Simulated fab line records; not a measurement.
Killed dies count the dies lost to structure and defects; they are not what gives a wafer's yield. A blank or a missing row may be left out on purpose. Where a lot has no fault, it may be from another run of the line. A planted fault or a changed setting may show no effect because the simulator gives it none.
Which tool is to blame? + flow sky130 + 10 lots, 30 wafers sampled, at 2 steps of a route of 708

== WHAT THE GAUGES SHOWED, per wafer ==
SKY_LOCAL_INTERCONNECT_RS_MEAS_01: measurement is done with a four-point probe.
| lot  | measured     | on            | LOCAL_INTERCONNECT_TIN_RS (ohm/sq) |
|------|--------------|---------------|------------------------------------|
| L123 | day 32 03:38 | film metro-04 | 13.99 12.34 14.07                  |
| L125 | day 32 14:49 | film metro-01 | 12.30 13.99 14.04                  |
| L130 | day 33 21:54 | film metro-04 | 13.95 14.10 13.89                  |
| L129 | day 34 01:51 | film metro-03 | 14.02 14.01 13.98                  |
| L131 | day 34 13:04 | film metro-03 | 13.96 14.00 14.00                  |
| L132 | day 34 21:46 | film metro-01 | 14.04 14.01 14.00                  |
| L134 | day 35 13:17 | film metro-01 | 14.18 13.89 13.96                  |
| L136 | day 36 04:31 | film metro-04 | 14.28 14.15 14.19                  |
| L137 | day 36 11:26 | film metro-03 | 14.24 14.19 14.28                  |
| L138 | day 36 17:44 | film metro-03 | 14.15 14.05 14.09                  |

== TOOL THAT RAN EACH LOT (tool first, then ch and the chambers of the sampled wafers, then the start) ==
| lot  | SKY_LOCAL_INTERCONNECT_SPUTTER_00 |
|------|-----------------------------------|
| L123 | pvd sputter-02, day 32 03:35      |
| L125 | pvd sputter-02, day 32 14:44      |
| L130 | pvd sputter-04, day 33 21:49      |
| L129 | pvd sputter-01, day 34 01:47      |
| L131 | pvd sputter-04, day 34 12:59      |
| L132 | pvd sputter-04, day 34 21:42      |
| L134 | pvd sputter-04, day 35 13:13      |
| L136 | pvd sputter-01, day 36 04:28      |
| L137 | pvd sputter-01, day 36 11:22      |
| L138 | pvd sputter-01, day 36 17:38      |
- SKY_LOCAL_INTERCONNECT_SPUTTER_00: material TiN, target thk 100 nm, time 83.3 s.

== THE ANSWER, worked out from the rows above alone ==
Rule: the usual values come from the lots themselves. The widest of any qualifying gaps counts: lots, ordered by their means at a reading, are off when they make up no more than a third of the lots, leave a main group of 4 or more, and stand apart from it by 3 or more times the standard deviation of that group's means. A main group is skipped when, at the precision printed for the reading in the tables above, its means are all equal. Also off: a lot with no number at a reading for which 4 or more lots have one. Any other lot the step has rows for is counted as sound.
Off: L123, L125, seen at SKY_LOCAL_INTERCONNECT_RS_MEAS_01 (LOCAL_INTERCONNECT_TIN_RS). The main group has a mean of 14.07 ohm/sq with a standard deviation of 0.096.
A tool fits if, at a process step before that reading, it ran every lot that is off, and no sound lot after the first of them. Those tools and the gauges at SKY_LOCAL_INTERCONNECT_RS_MEAS_01 are tried in the same way. One fits: SKY_LOCAL_INTERCONNECT_SPUTTER_00 on pvd sputter-02. It ran no sound lot before its first lot that is off in this sample, so the start can't be narrowed down.

== WHAT THE SIMULATOR HAD INSERTED ==
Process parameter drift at SKY_LOCAL_INTERCONNECT_SPUTTER_00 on pvd sputter-02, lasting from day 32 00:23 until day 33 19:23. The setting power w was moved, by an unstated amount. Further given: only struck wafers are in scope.
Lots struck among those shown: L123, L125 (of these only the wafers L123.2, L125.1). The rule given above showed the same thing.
